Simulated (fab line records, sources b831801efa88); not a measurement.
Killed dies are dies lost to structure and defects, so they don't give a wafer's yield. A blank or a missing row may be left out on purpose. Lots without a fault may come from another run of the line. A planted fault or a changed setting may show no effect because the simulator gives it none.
fab line records | flow gf180mcu
record lots=11 wafers=33 last_day=34
route steps=602 shown V3@452 M4@456 V4@478
lots that met no fault: from a run of the same line without faults
start_h: hours from the record's first day to the start of the lot's first wafer shown | wait_h: hours since the lot's step before | " the same as in the row above | L1.1+2: a row that stands for several wafers | - no value, or no start given | * or withheld: withheld | < > ~ a bound
route shown NAME@n: a module of which the file shows steps, and the number in the route of the first | usual: mean/standard deviation of fault-free wafers | same: alike in all rows | chamber/n: place in a boat | sites: the reading at each site | _std_site: their standard deviation | _edge_site: outer sites' mean less inner sites' | radius_mm: how far each site lies from the wafer's centre | mask NAME#n: copy n | behind: the tool/chamber that last shaped the wafer | hold: why the lot was held/for how many hours/how that ended | device: the transistor (n, p or np) that didn't switch | end of line: the same wafers' tests at the end of the route | a step without rows: its recipe alone | killed: dies lost to structure and defects at the first sort, not the wafer's yield | map: a wafer's dies, x killed, . not, _ none there
set.NAME: the setting as run; set.NAME@STEP: as run at that earlier step | model.NAME: the simulator's own value behind a step, which no gauge read
steps of the route over a sample of lots; a table a step, a row a wafer
services: from which hour (start_h, from the record's first day; less than 0 if before it) a tool's chamber was out of use, for how many hours, and why
## steps
# step GF_V3_CVD_23
# recipe material=W target_thk_nm=350 time_s=104.9 temp_c=400 pressure_torr=40
# usual heater_power_w=927/75
# columns lot.wafer tool chamber start_h wait_h heater_power_w
L246.2 cvd_w-02 0 521.41 0.0 872
L246.3 " 1 " " 1004
L246.5 " 1 " " 989
L248.1 cvd_w-01 1 537.88 0.0 979
L248.2 " 0 " " 842
L248.5 " 0 " " 838
L249.1 cvd_w-01 1 550.67 0.0 995
L249.3 " 0 " " 858
L249.5 " 1 " " 984
L250.1 cvd_w-01 0 563.42 0.0 823
L250.3 " 0 " " 854
L250.6 " 0 " " 833
L251.4 cvd_w-01 0 566.97 0.1 873
L251.5 " 0 " " 824
L251.6 " 1 " " 1005
L252.2 cvd_w-02 0 570.45 0.0 858
L252.3 " 1 " " 986
L252.6 " 1 " " 1024
L254.3 cvd_w-01 0 585.63 0.1 866
L254.4 " 1 " " 1006
L254.6 " 1 " " 1006
L263.1 cvd_w-01 1 661.93 0.0 1014
L263.2 " 0 " " 828
L263.4 " 1 " " 1009
L266.1 cvd_w-02 1 670.97 0.0 991
L266.4 " 0 " " 856
L266.6 " 0 " " 872
L267.1 cvd_w-01 0 687.16 0.0 852
L267.2 " 1 " " 1055
L267.6 " 1 " " 1027
L268.1 cvd_w-01 0 697.07 0.0 853
L268.2 " 1 " " 1017
L268.4 " 1 " " 1018
# step GF_M4_SPUTTER_00
# recipe material=Ti target_thk_nm=37.5 arriving_ion_energy_ev=80 substrate_temp_c=200 chamber_pressure_pa=2 power_w=4000 time_s=150
# usual substrate_temp_c=199.96/0.18 throttle_valve_pct=29.8/0.99
# columns lot.wafer tool chamber start_h wait_h substrate_temp_c throttle_valve_pct
L246.2 pvd_sputter-04 - 522.00 0.1 199.80 31.0
L246.3 " - " " 200.25 28.6
L246.5 " - " " 199.73 30.1
L248.1 pvd_sputter-01 - 538.47 0.1 200.10 31.0
L248.2 " - " " 199.97 29.4
L248.5 " - " " 199.74 29.3
L249.1 pvd_sputter-01 - 551.27 0.2 200.17 29.5
L249.3 " - " " 199.88 29.5
L249.5 " - " " 199.96 28.9
L250.1 pvd_sputter-03 - 564.02 0.2 199.77 29.9
L250.3 " - " " 199.79 30.0
L250.6 " - " " 199.89 30.0
L251.4 pvd_sputter-03 - 567.52 0.2 200.37 29.9
L251.5 " - " " 199.80 30.9
L251.6 " - " " 200.12 29.9
L252.2 pvd_sputter-03 - 571.05 0.2 200.06 30.0
L252.3 " - " " 200.04 31.1
L252.6 " - " " 199.59 30.0
L254.3 pvd_sputter-03 - 586.23 0.1 200.06 30.1
L254.4 " - " " 199.96 30.2
L254.6 " - " " 200.07 30.1
L263.1 pvd_sputter-03 - 662.53 0.2 199.93 29.7
L263.2 " - " " 199.79 31.0
L263.4 " - " " 199.78 30.4
L266.1 pvd_sputter-03 - 671.66 0.2 199.97 31.0
L266.4 " - " " 200.32 29.7
L266.6 " - " " 200.15 30.0
L267.1 pvd_sputter-04 - 687.75 0.2 200.27 28.2
L267.2 " - " " 199.96 30.9
L267.6 " - " " 200.05 30.7
L268.1 pvd_sputter-03 - 697.66 0.2 199.99 30.1
L268.2 " - " " 199.94 30.2
L268.4 " - " " 199.80 30.2
# step GF_M4_SPUTTER_01
# recipe material=TiN target_thk_nm=30 power_w=6500 time_s=25 chamber_pressure_pa=0.4
# usual throttle_valve_pct=29.8/0.99
# columns lot.wafer tool chamber start_h wait_h throttle_valve_pct
L246.2 pvd_sputter-04 - 522.10 0.1 30.9
L246.3 " - " " 28.5
L246.5 " - " " 30.3
L248.1 pvd_sputter-01 - 539.38 0.9 30.9
L248.2 " - " " 29.5
L248.5 " - " " 29.0
L249.1 pvd_sputter-01 - 551.37 0.1 29.3
L249.3 " - " " 29.6
L249.5 " - " " 29.3
L250.1 pvd_sputter-03 - 564.12 0.1 30.1
L250.3 " - " " 29.8
L250.6 " - " " 30.1
L251.4 pvd_sputter-03 - 567.62 0.1 29.9
L251.5 " - " " 31.2
L251.6 " - " " 30.2
L252.2 pvd_sputter-03 - 571.15 0.1 30.3
L252.3 " - " " 31.2
L252.6 " - " " 30.0
L254.3 pvd_sputter-03 - 586.33 0.1 30.0
L254.4 " - " " 30.3
L254.6 " - " " 30.4
L263.1 pvd_sputter-03 - 662.63 0.1 29.9
L263.2 " - " " 30.8
L263.4 " - " " 30.3
L266.1 pvd_sputter-03 - 671.76 0.1 31.2
L266.4 " - " " 29.6
L266.6 " - " " 30.3
L267.1 pvd_sputter-04 - 687.85 0.1 28.6
L267.2 " - " " 30.7
L267.6 " - " " 31.0
L268.1 pvd_sputter-03 - 697.76 0.1 29.7
L268.2 " - " " 29.9
L268.4 " - " " 29.8
# step GF_V4_CVD_02
# recipe material=SiO2 target_thk_nm=850 precursor=TEOS temp_c=400 time_s=94.851 rf_w=600
# usual heater_power_w=685/94
# columns lot.wafer tool chamber start_h wait_h heater_power_w
L246.2 pecvd-04 1 545.37 0.0 719
L246.3 " 0 " " 615
L246.5 " 2 " " 482
L248.1 pecvd-04 2 562.43 0.1 594
L248.2 " 0 " " 676
L248.5 " 0 " " 705
L249.1 pecvd-02 1 574.33 0.1 789
L249.3 " 0 " " 701
L249.5 " 1 " " 858
L250.1 pecvd-03 0 586.53 0.1 578
L250.3 " 2 " " 600
L250.6 " 1 " " 647
L251.4 pecvd-03 1 590.26 0.1 639
L251.5 " 2 " " 642
L251.6 " 0 " " 679
L252.2 pecvd-04 1 593.52 0.0 603
L252.3 " 2 " " 612
L252.6 " 1 " " 672
L254.3 pecvd-02 2 606.57 0.0 807
L254.4 " 0 " " 592
L254.6 " 2 " " 657
L263.1 pecvd-03 1 682.64 0.1 657
L263.2 " 0 " " 701
L263.4 " 0 " " 550
L266.1 pecvd-02 2 690.94 0.1 759
L266.4 " 1 " " 890
L266.6 " 0 " " 707
L267.1 pecvd-02 1 707.29 0.1 907
L267.2 " 0 " " 721
L267.6 " 2 " " 650
L268.1 pecvd-02 1 716.92 0.1 858
L268.2 " 0 " " 682
L268.4 " 1 " " 893
# step GF_V4_THK_MEAS_03
# recipe reads=SiO2_of_V4_CVD_02
# usual V4_CVD_02_THK=852/10
# columns lot.wafer tool chamber start_h wait_h V4_CVD_02_THK[nm]
L246.2 film_metro-04 - 545.45 0.0 838
L246.3 " - " " 839
L246.5 " - " " 856
L248.1 film_metro-03 - 562.50 0.0 848
L248.2 " - " " 835
L248.5 " - " " 855
L249.1 film_metro-04 - 574.40 0.0 847
L249.3 " - " " 851
L249.5 " - " " 860
L250.1 film_metro-04 - 586.59 0.0 847
L250.3 " - " " 846
L250.6 " - " " 864
L251.4 film_metro-04 - 590.32 0.0 858
L251.5 " - " " 855
L251.6 " - " " 859
L252.2 film_metro-04 - 593.75 0.2 841
L252.3 " - " " 837
L252.6 " - " " 853
L254.3 film_metro-04 - 606.66 0.1 864
L254.4 " - " " 866
L254.6 " - " " 869
L263.1 film_metro-03 - 682.71 0.0 1336
L263.2 " - " " 852
L263.4 " - " " 858
L266.1 film_metro-04 - 691.01 0.0 840
L266.4 " - " " 854
L266.6 " - " " 862
L267.1 film_metro-01 - 707.36 0.0 843
L267.2 " - " " 855
L267.6 " - " " 859
L268.1 film_metro-03 - 717.02 0.1 838
L268.2 " - " " 844
L268.4 " - " " 862
# step GF_V4_CMP_04
# recipe material=SiO2 down_force_psi=4 platen_rpm=60 pad_velocity_m_s=0.94248
# usual edge_zone_pressure_frac=1.001/0.0052 motor_current_A=11.9/1.1 retaining_ring_pressure_frac=1.001/0.0049 time_to_endpoint_s=81/5
# columns lot.wafer tool chamber start_h wait_h edge_zone_pressure_frac motor_current_A retaining_ring_pressure_frac time_to_endpoint_s
L246.2 cmp-02 1 545.55 0.1 1.004 13.8 1.003 81
L246.3 " 3 " " 1.003 11.3 0.997 75
L246.5 " 1 " " 0.998 13.3 1.006 85
L248.2 cmp-01 0 562.66 0.1 0.993 12.2 1.006 78
L248.1 " 1 " " 1.006 10.4 0.997 79
L248.5 " 3 " " 0.995 10.1 0.997 83
L249.1 cmp-02 3 574.56 0.1 1.001 10.8 1.004 84
L249.3 " 0 " " 1.003 13.0 0.993 86
L249.5 " 1 " " 1.009 12.9 1.002 90
L250.3 cmp-01 1 586.65 0.0 0.997 10.7 0.990 73
L250.1 " 2 " " 0.998 12.2 0.994 75
L250.6 " 1 " " 0.997 10.3 0.995 81
L251.4 cmp-01 1 590.40 0.1 0.996 11.0 0.998 81
L251.6 " 0 " " 1.007 13.6 1.002 85
L251.5 " 1 " " 0.994 11.3 0.999 82
L252.2 cmp-02 2 594.04 0.3 1.000 11.7 1.004 76
L252.3 " 1 " " 1.004 14.8 1.002 76
L252.6 " 2 " " 1.000 11.6 1.007 81
L254.3 cmp-01 0 606.75 0.1 1.000 13.5 1.000 86
L254.4 " 2 " " 0.996 12.5 1.005 85
L254.6 " 3 " " 1.000 10.5 1.006 88
L263.4 cmp-01 2 682.77 0.0 1.011 12.1 1.004 82
L263.1 " 0 " " 1.007 13.2 0.999 260
L263.2 " 1 " " 0.998 10.6 1.000 76
L266.4 cmp-01 2 691.12 0.1 0.997 11.8 1.002 84
L266.1 " 3 " " 0.997 10.1 0.993 78
L266.6 " 1 " " 1.006 10.7 1.010 87
L267.2 cmp-02 2 707.47 0.1 1.002 11.6 1.003 86
L267.1 " 0 " " 1.005 12.8 1.006 83
L267.6 " 2 " " 1.008 12.0 0.997 85
L268.4 cmp-01 3 717.13 0.1 1.001 10.4 1.004 83
L268.1 " 0 " " 1.002 12.7 1.011 77
L268.2 " 1 " " 0.989 11.3 0.999 76
## services
# columns tool chamber start_h hours kind
cmp-02 - 500.61 1.5 repair
cmp-02 - 502.16 1.2 repair
pecvd-03 - 504.92 5.5 pm
pecvd-03 2 511.89 14.4 repair
pecvd-03 - 515.39 0.5 repair
cmp-01 - 531.35 0.9 repair
pecvd-04 - 533.14 5.5 pm
pvd_sputter-01 - 559.42 13.3 repair
pvd_sputter-04 - 564.25 2.8 repair
cmp-01 - 572.00 4.0 pm
pecvd-03 - 591.12 14.0 pm
cmp-01 - 593.51 4.6 repair
cvd_w-01 - 604.31 14.6 pm
pecvd-03 - 604.75 0.4 repair
cmp-01 - 613.35 5.5 pm
pecvd-04 - 625.78 2.6 repair
pvd_sputter-01 - 626.05 3.0 repair
cmp-01 - 634.08 5.6 pm
cvd_w-01 - 650.22 0.9 repair
cvd_w-01 - 651.87 1.1 repair
pvd_sputter-04 - 665.72 1.5 repair
cmp-02 - 669.84 8.4 pm
pvd_sputter-04 - 678.08 4.6 repair
pecvd-02 2 709.35 18.3 repair
## key
first_sign step=GF_V4_THK_MEAS_03 reading=V4_CVD_02_THK direction=up sigmas=48 usual=852 struck=1336
effect step=GF_V4_CMP_04 reading=time_to_endpoint_s direction=up sigmas=36 usual=* struck=*
met_at GF_V4_CVD_02
struck_lots L263
struck_wafers L263.1
not_acting_at GF_V3_CVD_23,GF_M4_SPUTTER_00,GF_M4_SPUTTER_01
onset_between 590.26 682.64
fault kind=process_parameter_drift tool=pecvd-03 chamber=- onset_h=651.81 steps=GF_V4_CVD_02 channel=target_thk_nm offset=497.39 shape=step end_h=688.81 scope=struck_wafers_only acts_in=these_recipes_only stated=850
